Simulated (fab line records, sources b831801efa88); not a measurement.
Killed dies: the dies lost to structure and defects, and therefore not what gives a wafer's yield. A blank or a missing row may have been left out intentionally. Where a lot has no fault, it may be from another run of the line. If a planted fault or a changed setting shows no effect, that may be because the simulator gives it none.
Code-filled problem report in 8D (eight disciplines) form / flow sky130 / the parts of the form that need people (team, actions taken, sign-off) are left out

## 1. PROBLEM STATEMENT
Mean of rampDownCPerS at SKY_SD_N_RTA_14: 36.003 across 6 wafers in 2 lots; on wafers with no fault it is 90.000 (standard deviation 0.016). So: -99 or more standard deviations from the usual mean.
The step: time 2 s.
Earliest sighting: wafer L249.2 on rtpAnneal-02 at day 33 14:04. Wafers with a number at this step in the record: 39, from 13 lots. Rule for "out", or "out of limits": more than 4 standard deviations from the usual mean. All remaining wafers that have a number are taken as sound.

## 2. WHAT IT IS AND WHAT IT IS NOT
question=which readings at this step | is=rampDownCPerS | is not=lampPowerPct, wafer_temp_C_max
question=which lots | is=L249, L252 | is not=L237, L238, L239, L240, L243, L244, L246, L253, L255, L257, L259
question=which wafers of those lots | is=all that have a number | is not=-
question=read on which tools | is=rtpAnneal-02 | is not=rtpAnneal-01
question=when | is=from day 33 14:04 | is not=up to then (21 sound wafers); but 12 sound wafers of L253, L255, L257, L259 came after

## 3. WHAT RULES OUT EACH SUSPECT
Counting: a tool at any process step up to the reading remains a suspect when it ran all the lots that are out and ran no sound lot after the first of those.
- rtpAnneal-02 at SKY_SD_N_RTA_14 (time 2 s): kept. It processed each lot that is out, first L249 at day 33 14:04, and no sound lot thereafter; up to then, the last sound lot it processed was L246 at day 32 00:30. Its own readings are out on those wafers: rampDownCPerS.
The count leaves rtpAnneal-02 at SKY_SD_N_RTA_14.

## 4. THE CAUSE (what the simulator had put in)
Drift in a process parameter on rtpAnneal-02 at SKY_SD_N_RTA_14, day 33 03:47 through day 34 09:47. The setting rampDownCPerS was moved by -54, starting from 90. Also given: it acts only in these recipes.
Only this tool survived the counting.

## 5. THE EFFECT CHAIN, in route order
Each row: a reading whose mean over the struck wafers that have a number lies more than 3 standard deviations from the usual. Only readings whose record carries a usual standard deviation are examined. hours: median over the lots of the time between each lot's start at the first step of this table that gives one and its start at this step. sigmas: the change, counted in usual standard deviations.
hours=0; step=SKY_SD_N_RTA_14; reading=rampDownCPerS; usual=90.000; on struck wafers=36.003; change=-53.997; sigmas=-99 or more
It contains these process steps:
- SKY_SD_N_RTA_14: time 2 s.

## 6. HOW IT WOULD HAVE BEEN CAUGHT EARLIER
First out-of-limits reading in this record: day 33 14:04, which is 10 hours after fault onset at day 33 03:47.
